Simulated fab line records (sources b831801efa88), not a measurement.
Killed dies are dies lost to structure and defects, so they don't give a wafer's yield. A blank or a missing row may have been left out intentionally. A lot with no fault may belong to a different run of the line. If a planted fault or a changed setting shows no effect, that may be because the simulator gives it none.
Matching of chambers / flow gf180mcu / 4 sister chambers for GF_V5_CMP_04 on cmp-01
The step polishes SiO2. 16 wafers are shown with their chamber, then 8 later ones without.

EACH WAFER AND ITS CHAMBER
wafer=L214.2; chamber=0; motorCurrentA (A)=9.7
wafer=L214.3; chamber=1; motorCurrentA (A)=11.0
wafer=L214.6; chamber=0; motorCurrentA (A)=9.3
wafer=L216.1; chamber=0; motorCurrentA (A)=9.6
wafer=L216.3; chamber=3; motorCurrentA (A)=11.2
wafer=L216.5; chamber=1; motorCurrentA (A)=11.2
wafer=L218.1; chamber=3; motorCurrentA (A)=11.7
wafer=L218.4; chamber=1; motorCurrentA (A)=11.4
wafer=L218.6; chamber=3; motorCurrentA (A)=11.2
wafer=L227.3; chamber=3; motorCurrentA (A)=11.6
wafer=L227.4; chamber=2; motorCurrentA (A)=12.1
wafer=L227.6; chamber=0; motorCurrentA (A)=9.8
wafer=L228.2; chamber=2; motorCurrentA (A)=12.7
wafer=L228.3; chamber=0; motorCurrentA (A)=9.9
wafer=L228.4; chamber=3; motorCurrentA (A)=12.3
wafer=L229.2; chamber=1; motorCurrentA (A)=11.6

SIGNATURES (means of the wafers above)
reading=motorCurrentA; chamber 0=9.660; chamber 1=11.300; chamber 2=12.400; chamber 3=11.600; scatter within a chamber=0.343
Rule: a wafer's distance from a chamber is the root of the sum, over the readings, of the square of ((its reading less the chamber's mean) divided by the reading's scatter). If the next closest chamber is less than 2 further off than the closest, the wafer can't be placed; otherwise it belongs to the closest. The scatter: the root of (the sum of the squares of (reading less its chamber's mean) over the shown wafers, divided by (wafers less chambers)).

WAFERS WHOSE CHAMBER IS MISSING
wafer=L229.3; motorCurrentA (A)=9.5
wafer=L229.4; motorCurrentA (A)=11.8
wafer=L232.1; motorCurrentA (A)=11.4
wafer=L232.3; motorCurrentA (A)=11.5
wafer=L232.5; motorCurrentA (A)=11.4
wafer=L233.1; motorCurrentA (A)=13.0
wafer=L233.2; motorCurrentA (A)=9.7
wafer=L233.5; motorCurrentA (A)=9.4

THE CHAMBER EACH PASSED THROUGH
wafer=L229.3; from the rows above=0; in truth=0
wafer=L229.4; from the rows above=can't be placed: 3 or 1 or 2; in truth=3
wafer=L232.1; from the rows above=can't be placed: 1 or 3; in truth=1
wafer=L232.3; from the rows above=can't be placed: 3 or 1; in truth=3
wafer=L232.5; from the rows above=can't be placed: 1 or 3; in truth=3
wafer=L233.1; from the rows above=2; in truth=2
wafer=L233.2; from the rows above=0; in truth=0
wafer=L233.5; from the rows above=0; in truth=0
Correctly placed: 4 of 8. Can't be placed from these rows: 4 (the true chamber is among the candidates in 4). Number placed wrongly: 0.
